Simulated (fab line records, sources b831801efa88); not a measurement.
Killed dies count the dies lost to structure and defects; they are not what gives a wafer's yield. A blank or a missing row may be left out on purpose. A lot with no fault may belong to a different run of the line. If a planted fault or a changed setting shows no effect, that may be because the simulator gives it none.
Which tool is to blame? :: flow sky130 :: 13 lots, 39 wafers sampled, at 4 steps of a route of 708

## WHAT THE GAUGES SHOWED, per wafer
SKY_VIA4_BOW_MEAS_03. Usual: VIA4_BOW typically reads 81 um, with standard deviation 7.4.
lot: L794
measured: day 41 21:53
on: film-metro-03
VIA4_BOW (um): 76 73 72
flag: 

lot: L795
measured: day 42 13:25
on: film-metro-02
VIA4_BOW (um): 72 75 77
flag: 

lot: L797
measured: day 43 04:04
on: film-metro-04
VIA4_BOW (um): 85 81 84
flag: 

lot: L798
measured: day 43 11:19
on: film-metro-02
VIA4_BOW (um): 92 89 86
flag: 

lot: L799
measured: day 43 15:06
on: film-metro-02
VIA4_BOW (um): 93 75 82
flag: 

lot: L800
measured: day 43 23:17
on: film-metro-03
VIA4_BOW (um): 72 85 80
flag: 

lot: L801
measured: day 44 09:01
on: film-metro-03
VIA4_BOW (um): 76 82 75
flag: 

lot: L803
measured: day 44 18:49
on: film-metro-03
VIA4_BOW (um): 84 86 71
flag: 

lot: L804
measured: day 45 02:04
on: film-metro-02
VIA4_BOW (um): 90 76 78
flag: 

lot: L805
measured: day 45 03:03
on: film-metro-03
VIA4_BOW (um): 97 83 73
flag: 

lot: L806
measured: day 45 12:36
on: film-metro-04
VIA4_BOW (um): 87 84 87
flag: 

lot: L809
measured: day 46 09:49
on: film-metro-04
VIA4_BOW (um): 88 82 97
flag: 

lot: L817
measured: day 48 11:09
on: film-metro-04
VIA4_BOW (um): 83 74 69
flag: 

SKY_VIA4_THK_MEAS_20: measures by xrf. Usual: VIA4_W_THK typically reads 491 nm, with standard deviation 4.8.
lot: L794
measured: day 42 22:33
on: film-metro-04
VIA4_W_THK (nm): 488 488 493
flag: 

lot: L795
measured: day 43 13:28
on: film-metro-03
VIA4_W_THK (nm): 493 488 490
flag: 

lot: L797
measured: day 44 04:23
on: film-metro-02
VIA4_W_THK (nm): 495 494 491
flag: 

lot: L798
measured: day 44 12:08
on: film-metro-04
VIA4_W_THK (nm): 495 494 497
flag: 

lot: L799
measured: day 44 14:55
on: film-metro-04
VIA4_W_THK (nm): 484 493 489
flag: 

lot: L800
measured: day 44 21:59
on: film-metro-03
VIA4_W_THK (nm): 490 495 494
flag: 

lot: L801
measured: day 45 08:17
on: film-metro-03
VIA4_W_THK (nm): 489 489 491
flag: 

lot: L803
measured: day 45 17:38
on: film-metro-02
VIA4_W_THK (nm): 483 490 492
flag: 

lot: L804
measured: day 45 23:41
on: film-metro-02
VIA4_W_THK (nm): 487 481 485
flag: 

lot: L805
measured: day 46 00:50
on: film-metro-02
VIA4_W_THK (nm): 483 489 488
flag: 

lot: L806
measured: day 46 10:23
on: film-metro-03
VIA4_W_THK (nm): 492 502 497
flag: 

lot: L809
measured: day 47 07:43
on: film-metro-04
VIA4_W_THK (nm): 491 491 490
flag: 

lot: L817
measured: day 49 05:43
on: film-metro-04
VIA4_W_THK (nm): 493 492 495
flag: 

## TOOL THAT RAN EACH LOT (tool first, then ch and the chambers of the sampled wafers, then the start)
lot: L794
SKY_VT_ADJUST_HVTR_STRIP_10: plasma-asher-02 ch 0,1, day 9 10:55
SKY_VIA3_ETCH_14: rie-diel-03 ch 1,3, day 39 16:16

lot: L795
SKY_VT_ADJUST_HVTR_STRIP_10: plasma-asher-03 ch 0,1, day 9 20:43
SKY_VIA3_ETCH_14: rie-diel-02 ch 0,1,2, day 40 08:52

lot: L797
SKY_VT_ADJUST_HVTR_STRIP_10: plasma-asher-03 ch 0,1, day 10 11:08
SKY_VIA3_ETCH_14: rie-diel-03 ch 2,3, day 41 00:43

lot: L798
SKY_VT_ADJUST_HVTR_STRIP_10: plasma-asher-02 ch 0,1, day 10 17:17
SKY_VIA3_ETCH_14: rie-diel-01 ch 0,3, day 41 08:31

lot: L799
SKY_VT_ADJUST_HVTR_STRIP_10: plasma-asher-01 ch 0,1, day 11 01:49
SKY_VIA3_ETCH_14: rie-diel-02 ch 0,1, day 41 12:40

lot: L800
SKY_VT_ADJUST_HVTR_STRIP_10: plasma-asher-02 ch 0, day 11 09:31
SKY_VIA3_ETCH_14: rie-diel-03 ch 0,1,2, day 41 20:34

lot: L801
SKY_VT_ADJUST_HVTR_STRIP_10: plasma-asher-02 ch 0,1, day 11 20:47
SKY_VIA3_ETCH_14: rie-diel-01 ch 0,1, day 42 07:07

lot: L803
SKY_VT_ADJUST_HVTR_STRIP_10: plasma-asher-02 ch 0,1, day 12 09:49
SKY_VIA3_ETCH_14: rie-diel-03 ch 1,2, day 42 17:25

lot: L804
SKY_VT_ADJUST_HVTR_STRIP_10: plasma-asher-02 ch 0,1, day 12 14:01
SKY_VIA3_ETCH_14: rie-diel-02 ch 0,2,3, day 43 01:16

lot: L805
SKY_VT_ADJUST_HVTR_STRIP_10: plasma-asher-02 ch 0,1, day 12 21:23
SKY_VIA3_ETCH_14: rie-diel-02 ch 0,1, day 43 02:22

lot: L806
SKY_VT_ADJUST_HVTR_STRIP_10: plasma-asher-02 ch 0,1, day 13 05:11
SKY_VIA3_ETCH_14: rie-diel-02 ch 0,1,2, day 43 12:13

lot: L809
SKY_VT_ADJUST_HVTR_STRIP_10: plasma-asher-02 ch 0,1, day 14 06:35
SKY_VIA3_ETCH_14: rie-diel-02 ch 0,1,3, day 44 10:58

lot: L817
SKY_VT_ADJUST_HVTR_STRIP_10: plasma-asher-01 ch 0,1, day 17 03:05
SKY_VIA3_ETCH_14: rie-diel-02 ch 1,2,3, day 46 14:37
- SKY_VT_ADJUST_HVTR_STRIP_10: strips in O2/N2.
- SKY_VIA3_ETCH_14: etches BARC in N2/H2, stops on SiO2, time 45.9 s, target depth 60 nm.

## AS READ BY THE TOOLS THEMSELVES (means over the sampled wafers that have a number; for cases with no such wafer, the mark the record gives instead)
SKY_VT_ADJUST_HVTR_STRIP_10. Usual: drypump-motor-current-A 5.5 A, standard deviation 0.39; oes-product-au 0.716 a.u., standard deviation 0.0049; strip-time-to-endpoint-s 14.18 s, standard deviation 0.04.
lot: L794
tool: plasma-asher-02
drypump-motor-current-A (A): 5.6
oes-product-au (a.u.): 0.717
strip-time-to-endpoint-s (s): 14.21
flag: 

lot: L795
tool: plasma-asher-03
drypump-motor-current-A (A): 5.4
oes-product-au (a.u.): 0.713
strip-time-to-endpoint-s (s): 14.25
flag: 

lot: L797
tool: plasma-asher-03
drypump-motor-current-A (A): 5.4
oes-product-au (a.u.): 0.714
strip-time-to-endpoint-s (s): 14.18
flag: 

lot: L798
tool: plasma-asher-02
drypump-motor-current-A (A): 5.6
oes-product-au (a.u.): 0.720
strip-time-to-endpoint-s (s): 14.18
flag: 

lot: L799
tool: plasma-asher-01
drypump-motor-current-A (A): 5.6
oes-product-au (a.u.): 0.718
strip-time-to-endpoint-s (s): 14.16
flag: 

lot: L800
tool: plasma-asher-02
drypump-motor-current-A (A): 5.9
oes-product-au (a.u.): 0.715
strip-time-to-endpoint-s (s): 14.23
flag: 

lot: L801
tool: plasma-asher-02
drypump-motor-current-A (A): 5.3
oes-product-au (a.u.): 0.716
strip-time-to-endpoint-s (s): 14.17
flag: 

lot: L803
tool: plasma-asher-02
drypump-motor-current-A (A): 5.6
oes-product-au (a.u.): 0.717
strip-time-to-endpoint-s (s): 14.20
flag: 

lot: L804
tool: plasma-asher-02
drypump-motor-current-A (A): 5.6
oes-product-au (a.u.): 0.722
strip-time-to-endpoint-s (s): 14.16
flag: 

lot: L805
tool: plasma-asher-02
drypump-motor-current-A (A): 5.3
oes-product-au (a.u.): 0.716
strip-time-to-endpoint-s (s): 14.19
flag: 

lot: L806
tool: plasma-asher-02
drypump-motor-current-A (A): 5.3
oes-product-au (a.u.): 0.713
strip-time-to-endpoint-s (s): 14.17
flag: 

lot: L809
tool: plasma-asher-02
drypump-motor-current-A (A): 5.3
oes-product-au (a.u.): 0.716
strip-time-to-endpoint-s (s): 14.18
flag: 

lot: L817
tool: plasma-asher-01
drypump-motor-current-A (A): 5.7
oes-product-au (a.u.): 0.716
strip-time-to-endpoint-s (s): 14.18
flag: 

SKY_VIA3_ETCH_14. Usual: drypump-motor-current-A 5.9 A, standard deviation 0.34; oes-product-au 0.855 a.u., standard deviation 0.0048; throttle-valve-pct 13.225 %, standard deviation 0.0084.
lot: L794
tool: rie-diel-03
drypump-motor-current-A (A): 6.0
oes-product-au (a.u.): 0.855
throttle-valve-pct (%): 13.227
flag: 

lot: L795
tool: rie-diel-02
drypump-motor-current-A (A): 5.8
oes-product-au (a.u.): 0.854
throttle-valve-pct (%): 13.230
flag: 

lot: L797
tool: rie-diel-03
drypump-motor-current-A (A): 5.5
oes-product-au (a.u.): 0.854
throttle-valve-pct (%): 13.227
flag: 

lot: L798
tool: rie-diel-01
drypump-motor-current-A (A): 5.8
oes-product-au (a.u.): 0.855
throttle-valve-pct (%): 13.227
flag: 

lot: L799
tool: rie-diel-02
drypump-motor-current-A (A): 5.9
oes-product-au (a.u.): 0.855
throttle-valve-pct (%): 13.229
flag: 

lot: L800
tool: rie-diel-03
drypump-motor-current-A (A): 6.2
oes-product-au (a.u.): 0.860
throttle-valve-pct (%): 13.234
flag: 

lot: L801
tool: rie-diel-01
drypump-motor-current-A (A): 5.5
oes-product-au (a.u.): 0.855
throttle-valve-pct (%): 13.232
flag: 

lot: L803
tool: rie-diel-03
drypump-motor-current-A (A): 6.1
oes-product-au (a.u.): 0.852
throttle-valve-pct (%): 13.226
flag: 

lot: L804
tool: rie-diel-02
drypump-motor-current-A (A): 5.9
oes-product-au (a.u.): 0.856
throttle-valve-pct (%): 13.224
flag: 

lot: L805
tool: rie-diel-02
drypump-motor-current-A (A): 5.9
oes-product-au (a.u.): 0.859
throttle-valve-pct (%): 13.224
flag: 

lot: L806
tool: rie-diel-02
drypump-motor-current-A (A): 5.8
oes-product-au (a.u.): 0.856
throttle-valve-pct (%): 13.232
flag: 

lot: L809
tool: rie-diel-02
drypump-motor-current-A (A): 6.0
oes-product-au (a.u.): 0.858
throttle-valve-pct (%): 13.228
flag: 

lot: L817
tool: rie-diel-02
drypump-motor-current-A (A): 6.0
oes-product-au (a.u.): 0.855
throttle-valve-pct (%): 13.219
flag: 

## THE ANSWER, worked out from the rows above alone
Rule: lot off if the mean of its wafers having a number is beyond 3 standard deviations from the usual mean. A lot without any number at a reading at which 4 lots or more have one is off too. Any other lot the step has rows for is counted as sound. Order of review: gauges by route order, followed by the tools' own readings, for which a lot's mean as printed above is used. At the first step where some lot is off, the reading lying furthest off is the one used; lots without a number count as furthest.
Across all readings shown, no lot is off: no conclusion can be drawn from this.

## WHAT THE SIMULATOR PUT IN
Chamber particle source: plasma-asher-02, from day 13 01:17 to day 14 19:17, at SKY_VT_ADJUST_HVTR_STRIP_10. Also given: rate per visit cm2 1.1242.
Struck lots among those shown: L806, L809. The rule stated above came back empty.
